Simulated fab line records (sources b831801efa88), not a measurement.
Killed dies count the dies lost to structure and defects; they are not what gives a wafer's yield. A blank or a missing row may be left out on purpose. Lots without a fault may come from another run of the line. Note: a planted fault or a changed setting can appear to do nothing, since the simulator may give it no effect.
fab line records | flow sky130
record: lots: 12 wafers: 36 last-day: 50
route steps=708 shown CAPM@538 VIA3@575 CAP2M@611 PAD_OPEN@708
lots with no fault: from the same line, run without faults
start-h: hours from the record's opening day to when the first of the lot's shown wafers began | wait-h: hours from the lot's prior step to this one | " unchanged from the row above | L1.1+2: one row covering several wafers at once | - no value, or no start was given | * or withheld: withheld | < > ~ a bound
route shown NAME@n: names a module that has steps shown in the file, with the first one's number in the route | usual: mean/standard deviation of fault-free wafers | same: alike in all rows | chamber/n: place in a boat | sites: readings site by site | _std_site: the values' standard deviation | _edge_site: the outer-site mean with the inner-site mean subtracted | radius-mm: how far each site lies from the wafer's centre | mask NAME#n: copy n | behind: the most recent tool/chamber to have shaped the wafer | hold: why the lot went on hold/how many hours it stayed there/how the hold came to an end | device: whichever transistor did not switch (one of n, p or np) | end of line: the route-end tests of the same wafers | a step without rows: its recipe alone | killed: count of dies lost to structure and defects at first sort (not the wafer's yield) | map: per-die view of a wafer (x killed, . not killed, _ where there is no die)
set.NAME: the setting the step ran with; set.NAME@STEP: the setting that earlier step ran with | model.NAME: the simulator's own value behind a step, which no gauge read
a sample of lots followed through the steps of the route, with each step as a table and each wafer as a row
services: a tool's chamber out of use, with start hour (start-h, from the record's first day; less than 0 if before it), hours out, and reason
== steps ==
step: SKY_CAPM_THK_MEAS_01
recipe: reads: SiO2_of_CAPM_CVD_00
usual: CAPM_CVD_00_THK: 15.64/0.19
columns lot.wafer tool chamber start-h wait-h CAPM_CVD_00_THK[nm]
L718.1 film-metro-03 - 843.10 - 15.40
L718.4 " - " " 15.56
L718.5 " - " " 15.45
L719.1 film-metro-03 - 848.91 - 15.23
L719.4 " - " " 15.63
L719.5 " - " " 15.79
L720.2 film-metro-02 - 865.52 - 15.62
L720.5 " - " " 15.84
L720.6 " - " " 15.80
L727.1 film-metro-02 - 918.32 - 15.70
L727.4 " - " " 15.89
L727.6 " - " " 15.98
L728.1 film-metro-01 - 920.30 - 15.60
L728.2 " - " " 15.70
L728.4 " - " " 15.83
L730.1 film-metro-01 - 935.76 - 15.58
L730.4 " - " " 15.76
L730.6 " - " " 15.80
L732.2 film-metro-03 - 947.46 - 15.49
L732.3 " - " " 15.64
L732.5 " - " " 15.93
L733.1 film-metro-03 - 954.61 - 15.33
L733.2 " - " " 15.53
L733.3 " - " " 15.60
L734.1 film-metro-03 - 964.71 - 15.59
L734.4 " - " " 15.73
L734.5 " - " " 15.75
L737.2 film-metro-01 - 982.48 - 15.62
L737.3 " - " " 15.85
L737.6 " - " " 15.80
L739.1 film-metro-03 - 995.90 - 15.71
L739.4 " - " " 16.02
L739.5 " - " " 15.95
L741.1 film-metro-01 - 1004.86 - 15.46
L741.3 " - " " 15.35
L741.4 " - " " 15.61
step: SKY_VIA3_CMP_02
recipe: material: SiO2 down-force-psi: 4 platen-rpm: 60 pad-velocity-m-s: 0.94248
usual: motor-current-A: 11.4/1.1 retaining-ring-pressure-frac: 1.000/0.0045
columns lot.wafer tool chamber start-h wait-h motor-current-A retaining-ring-pressure-frac
L718.4 cmp-02 1 896.01 0.0 11.5 0.998
L718.1 " 2 " " 10.1 0.999
L718.5 " 2 " " 9.9 0.997
L719.1 cmp-02 1 901.69 0.1 11.2 1.000
L719.4 " 2 " " 10.1 0.998
L719.5 " 0 " " 11.8 1.003
L720.2 cmp-02 3 917.58 0.1 12.1 0.995
L720.5 " 2 " " 10.2 0.995
L720.6 " 3 " " 12.0 1.004
L727.1 cmp-01 0 968.64 0.1 12.9 1.000
L727.4 " 3 " " 12.6 1.002
L727.6 " 0 " " 12.8 1.007
L728.4 cmp-02 3 971.58 0.1 12.1 1.002
L728.2 " 0 " " 11.6 0.999
L728.1 " 1 " " 11.8 0.999
L730.4 cmp-02 3 986.21 0.1 12.0 0.997
L730.1 " 1 " " 11.1 1.004
L730.6 " 2 " " 10.0 1.000
L732.2 cmp-01 2 997.81 0.0 10.8 0.998
L732.3 " 1 " " 9.6 1.000
L732.5 " 2 " " 11.0 0.999
L733.2 cmp-01 3 1005.14 0.0 11.7 1.004
L733.1 " 1 " " 9.6 0.999
L733.3 " 2 " " 10.8 0.993
L734.4 cmp-01 0 1014.75 0.1 13.0 1.001
L734.1 " 1 " " 9.8 1.000
L734.5 " 0 " " 12.6 1.002
L737.3 cmp-02 3 1031.86 0.0 11.9 1.007
L737.2 " 1 " " 11.7 0.995
L737.6 " 0 " " 11.1 0.996
L739.1 cmp-01 2 1044.25 0.4 10.8 1.000
L739.4 " 3 " " 13.1 1.003
L739.5 " 2 " " 11.7 0.999
L741.4 cmp-01 0 1052.32 0.0 12.7 0.999
L741.1 " 1 " " 9.6 1.002
L741.3 " 3 " " 12.4 1.005
step: SKY_VIA3_THK_MEAS_23
recipe: thk-meas-gauge: xrf reads: W_of_VIA3_CVD_21
usual: VIA3_W_THK: 399/6.2
columns lot.wafer tool chamber start-h wait-h VIA3_W_THK[nm]
L718.1 film-metro-02 - 922.42 0.1 391
L718.4 " - " " 396
L718.5 " - " " 388
L719.1 film-metro-01 - 928.06 0.1 390
L719.4 " - " " 390
L719.5 " - " " 388
L720.2 film-metro-04 - 943.88 0.1 402
L720.5 " - " " 400
L720.6 " - " " 397
L727.1 film-metro-04 - 994.24 0.1 399
L727.4 " - " " 402
L727.6 " - " " 404
L728.1 film-metro-04 - 996.97 0.1 396
L728.2 " - " " 406
L728.4 " - " " 403
L730.1 film-metro-01 - 1011.61 0.1 393
L730.4 " - " " 387
L730.6 " - " " 393
L732.2 film-metro-02 - 1022.74 0.1 401
L732.3 " - " " 399
L732.5 " - " " 400
L733.1 film-metro-04 - 1029.94 0.1 407
L733.2 " - " " 405
L733.3 " - " " 406
L734.1 film-metro-02 - 1039.53 0.1 400
L734.4 " - " " 393
L734.5 " - " " 404
L737.2 film-metro-01 - 1055.42 0.1 405
L737.3 " - " " 402
L737.6 " - " " 399
L739.1 film-metro-02 - 1067.40 0.1 393
L739.4 " - " " 396
L739.5 " - " " 389
L741.1 film-metro-01 - 1075.65 0.1 387
L741.3 " - " " 392
L741.4 " - " " 393
step: SKY_CAP2M_SOFTBAKE_08
recipe: temp-c: 90 time-s: 60 resist: NOVOLAK
usual: chill-plate-temp-C: 22.98/0.1 heater-power-total-W: 56.59/0.042 plate-temp-C: 89.98/0.14
columns lot.wafer tool chamber start-h wait-h chill-plate-temp-C heater-power-total-W plate-temp-C
L718.1 litho-track-02 0 935.15 0.1 23.04 56.61 89.83
L718.4 " 0 " " 23.13 56.56 89.95
L718.5 " 0 " " 23.05 56.62 89.85
L719.1 litho-track-01 0 940.96 0.1 23.04 56.67 89.86
L719.4 " 0 " " 23.01 56.65 89.92
L719.5 " 0 " " 22.95 56.55 90.01
L720.2 litho-track-04 0 956.48 0.1 23.08 56.59 89.90
L720.5 " 0 " " 23.25 56.61 89.91
L720.6 " 0 " " 23.20 56.57 89.90
L727.1 litho-track-02 0 1006.05 0.1 22.87 58.87 92.28
L727.4 " 0 " " 22.93 58.83 92.53
L727.6 " 0 " " 22.71 58.77 92.61
L728.1 litho-track-02 0 1009.25 0.1 22.87 58.83 92.58
L728.2 " 0 " " 22.94 58.85 92.58
L728.4 " 0 " " 22.90 58.82 92.44
L730.1 litho-track-01 0 1024.01 0.1 22.95 56.56 90.10
L730.4 " 0 " " 22.89 56.61 90.19
L730.6 " 0 " " 23.15 56.58 90.18
L732.2 litho-track-04 0 1034.28 0.1 23.04 56.67 89.59
L732.3 " 0 " " 22.90 56.59 89.60
L732.5 " 0 " " 23.08 56.60 89.76
L733.1 litho-track-04 0 1041.45 0.1 23.01 56.66 90.12
L733.2 " 0 " " 22.96 56.57 90.12
L733.3 " 0 " " 22.85 56.63 90.02
L734.1 litho-track-01 0 1051.11 0.1 23.01 56.59 89.99
L734.4 " 0 " " 22.96 56.57 90.21
L734.5 " 0 " " 22.94 56.60 89.97
L737.2 litho-track-01 0 1066.79 0.1 23.09 56.55 89.98
L737.3 " 0 " " 23.22 56.56 90.23
L737.6 " 0 " " 23.10 56.57 90.11
L739.1 litho-track-01 0 1078.31 0.1 22.99 56.59 90.01
L739.4 " 0 " " 23.13 56.62 89.95
L739.5 " 0 " " 22.93 56.63 89.86
L741.1 litho-track-01 0 1086.26 0.1 22.84 56.64 89.91
L741.3 " 0 " " 22.89 56.61 90.03
L741.4 " 0 " " 22.84 56.64 90.00
step: SKY_PAD_OPEN_PROBE_99
usual: defect-limited-yield: 82.6/1.9 killed_at_M0_to_M3: 43/6.9 killed_at_M4_up: 3.2/2 killed-at-contacts: 25/5.1 killed-at-front-end: 15/4.5 killed-at-other: 0.2/0.51 killed-dies: 85/9.5 killed-open: 48/6.9 killed-short: 38/6.7 sort_bin_3_pad_short: 0.8/0.4 sort_bin_5_function: 10.2/1.6 sort_bin_6_memory: 6.4/1.1 sort-n-pass: 407/9.5 sort-yield-pct: 82.6/1.9
same: gross-dies: 492 killed-at-back-side: 0 sort_bin_4_leakage[%]: 0 sort_bin_8_speed[%]: 0
columns lot.wafer tool chamber start-h wait-h defect-limited-yield[%] killed_at_M0_to_M3 killed_at_M4_up killed-at-contacts killed-at-front-end killed-at-other killed-dies killed-open killed-short sort_bin_3_pad_short[%] sort_bin_5_function[%] sort_bin_6_memory[%] sort-n-pass sort-yield-pct[%]
L718.1 prober-02 - 1070.15 0.1 85.4 43 1 17 11 0 72 41 31 0.6 8.5 5.5 420 85.4
L718.4 prober-02 - 1070.30 0.2 80.5 45 1 28 22 0 96 47 49 0.6 10.4 8.5 396 80.5
L718.5 prober-02 - 1070.35 0.2 81.3 46 2 31 13 0 92 54 38 0.6 11.2 6.9 400 81.3
L719.1 prober-01 - 1075.93 0.1 81.1 51 4 25 13 0 93 57 36 0.6 11.4 6.9 399 81.1
L719.4 prober-01 - 1076.08 0.2 81.7 44 5 26 15 0 90 47 43 1.4 11.0 5.9 402 81.7
L719.5 prober-01 - 1076.13 0.2 80.7 58 3 20 14 0 95 57 38 0.8 12.4 6.1 397 80.7
L720.2 prober-02 - 1087.87 0.1 82.5 44 6 20 16 0 86 48 38 0.4 10.8 6.3 406 82.5
L720.5 prober-02 - 1088.02 0.2 83.3 38 2 24 18 0 82 46 36 0.4 9.1 7.1 410 83.3
L720.6 prober-02 - 1088.07 0.2 83.7 34 1 21 23 1 80 45 35 0.6 8.9 6.7 412 83.7
L734.1 prober-02 - 1165.47 0.1 82.3 41 4 30 12 0 87 50 37 1.4 11.2 5.1 405 82.3
L734.4 prober-02 - 1165.62 0.2 83.9 39 2 15 23 0 79 39 40 0.4 9.6 6.1 413 83.9
L734.5 prober-02 - 1165.67 0.2 77.8 59 2 28 20 0 109 59 50 1.2 14.0 6.9 383 77.8
killed by level:class
L718.1 VIA1:geometric-particle:open=14 LI_CONTACT:geometric-particle:open=6 METAL2:geometric-particle:short=6 VIA2:geometric-particle:open=6 CONTACT:geometric-particle:open=5 METAL1:geometric-particle:short=5 FIELD_ISO:geometric-particle:short=3 LOCAL_INTERCONNECT:geometric-particle:short=3
L718.4 CONTACT:geometric-particle:open=9 FIELD_ISO:geometric-particle:open=8 VIA1:geometric-particle:open=7 LI_CONTACT:geometric-particle:open=6 LOCAL_INTERCONNECT:geometric-particle:short=6 CONTACT:geometric-particle:short=6 VIA1:geometric-particle:short=6 VIA3:geometric-particle:open=6
L718.5 VIA1:geometric-particle:open=13 LI_CONTACT:geometric-particle:open=11 VIA3:geometric-particle:open=10 CONTACT:geometric-particle:open=6 LOCAL_INTERCONNECT:geometric-particle:short=5 VIA1:geometric-particle:short=5 METAL2:geometric-particle:short=5 CONTACT:geometric-particle:short=4
L719.1 VIA1:geometric-particle:open=12 CONTACT:geometric-particle:open=12 VIA2:geometric-particle:open=9 VIA1:geometric-particle:short=8 METAL2:geometric-particle:short=6 LI_CONTACT:geometric-particle:open=6 METAL1:geometric-particle:short=6 POLY_GATE:geometric-particle:open=4
L719.4 VIA1:geometric-particle:open=10 VIA3:geometric-particle:open=9 CONTACT:geometric-particle:open=7 CONTACT:geometric-particle:short=6 VIA3:geometric-particle:short=6 VIA1:geometric-particle:short=5 VIA2:geometric-particle:open=5 POLY_GATE:geometric-particle:open=4
L719.5 VIA1:geometric-particle:open=14 VIA3:geometric-particle:open=13 VIA2:geometric-particle:open=9 CONTACT:geometric-particle:open=7 POLY_GATE:geometric-particle:short=6 LI_CONTACT:geometric-particle:open=5 METAL1:geometric-particle:short=5 CONTACT:geometric-particle:short=4
L720.2 VIA1:geometric-particle:open=12 VIA3:geometric-particle:open=8 LI_CONTACT:geometric-particle:open=6 CONTACT:geometric-particle:short=6 VIA1:geometric-particle:short=5 VIA2:geometric-particle:open=5 FIELD_ISO:geometric-particle:open=4 POLY_GATE:geometric-particle:short=4
L720.5 CONTACT:geometric-particle:open=11 FIELD_ISO:geometric-particle:open=7 VIA1:geometric-particle:open=6 VIA2:geometric-particle:open=6 VIA3:geometric-particle:open=6 CONTACT:geometric-particle:short=5 POLY_GATE:geometric-particle:short=4 METAL1:geometric-particle:short=4
L720.6 CONTACT:geometric-particle:open=8 POLY_GATE:geometric-particle:short=7 VIA2:geometric-particle:open=7 FIELD_ISO:geometric-particle:open=6 CONTACT:geometric-particle:short=6 VIA3:geometric-particle:open=6 VIA1:geometric-particle:open=5 LI_CONTACT:geometric-particle:open=4
L734.1 VIA1:geometric-particle:open=13 CONTACT:geometric-particle:open=11 VIA3:geometric-particle:open=7 LI_CONTACT:geometric-particle:open=6 CONTACT:geometric-particle:short=6 METAL1:geometric-particle:short=6 FIELD_ISO:geometric-particle:short=5 METAL2:geometric-particle:short=5
L734.4 FIELD_ISO:geometric-particle:short=8 CONTACT:geometric-particle:open=7 FIELD_ISO:geometric-particle:open=6 VIA1:geometric-particle:short=6 METAL1:geometric-particle:short=6 VIA1:geometric-particle:open=6 VIA2:geometric-particle:open=5 VIA2:geometric-particle:short=4
L734.5 CONTACT:geometric-particle:open=12 VIA3:geometric-particle:open=10 VIA1:geometric-particle:open=10 VIA1:geometric-particle:short=7 METAL1:geometric-particle:short=6 VIA3:geometric-particle:short=6 LI_CONTACT:geometric-particle:open=5 CONTACT:geometric-particle:short=5
== services ==
columns tool chamber start-h hours kind
cmp-01 - 910.76 5.2 pm
cmp-01 - 915.96 4.0 pm
cmp-01 - 917.77 2.2 repair
cmp-01 - 919.96 - consumable-replace:conditioner
cmp-01 - 919.96 - consumable-replace:pad
cmp-02 - 945.85 0.9 repair
cmp-02 - 966.06 0.7 repair
cmp-02 - 992.66 11.0 pm
cmp-02 - 1013.85 0.6 repair
cmp-01 - 1016.67 0.7 repair
cmp-01 - 1035.62 0.4 repair
cmp-01 - 1055.95 1.0 repair
cmp-01 - 1060.53 0.9 repair
cmp-02 - 1084.28 4.0 pm
== key ==
first-sign: step: SKY_CAP2M_SOFTBAKE_08 reading: heater-power-total-W direction: up sigmas: 54 usual: * struck: *
effect: step: SKY_CAP2M_SOFTBAKE_08 reading: plate-temp-C direction: up sigmas: 18 usual: * struck: *
met-at SKY_CAP2M_SOFTBAKE_08
struck-lots L727,L728
not-acting-at SKY_CAPM_THK_MEAS_01,SKY_VIA3_CMP_02,SKY_VIA3_THK_MEAS_23
onset-between 935.15 1006.05
fault: kind: process-parameter-drift tool: litho-track-02 chamber: - onset-h: 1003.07 steps: SKY_CAP2M_SOFTBAKE_08 channel: temp-c offset: * shape: step end-h: 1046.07 acts-in: * stated: *
